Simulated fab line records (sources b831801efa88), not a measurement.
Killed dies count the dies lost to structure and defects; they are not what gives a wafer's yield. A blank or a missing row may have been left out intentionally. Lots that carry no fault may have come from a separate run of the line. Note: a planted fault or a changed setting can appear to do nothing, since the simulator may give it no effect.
Chamber matching ; flow sky130 ; SKY_LI_CONTACT_CMP_24 on cmp-01 has 4 sister chambers
The step polishes, stops on PSG, t overpolish 20 s, target thk 0 nm. 4 wafers are shown with their chamber, then 7 later ones without.

WAFERS WITH THEIR CHAMBER
wafer;chamber;motor_current_A (A)
L263.4;0;8.8
L263.5;2;10.2
L265.2;3;9.5
L265.3;1;12.0

WAFERS WITHOUT THEIR CHAMBER
wafer;motor_current_A (A)
L265.5;11.8
L267.2;8.6
L267.3;10.1
L267.5;11.5
L268.2;10.1
L268.4;10.2
L268.5;11.7

WHICH CHAMBER EACH ONE RAN IN
wafer;from the rows above;in truth
L265.5;1;1
L267.2;0;0
L267.3;can't be placed: 2 or 3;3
L267.5;1;1
L268.2;can't be placed: 2 or 3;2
L268.4;2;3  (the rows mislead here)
L268.5;1;1
Correctly placed: 4 of 7. These rows do not allow placing 2 (true chamber among the candidates in 2). Number placed wrongly: 1.
How it was worked out, from the rows above alone: a wafer's distance from a chamber is the root of the sum, over the readings, of the square of ((its reading less the chamber's mean) divided by the reading's scatter). The wafer belongs to the nearest chamber; if the next one is less than 2 further off, it can't be placed. The mean given for a chamber averages the wafers shown for that chamber. The scatter: root of mean squared gap, hidden wafer to nearest shown wafer, with one shown wafer a chamber.
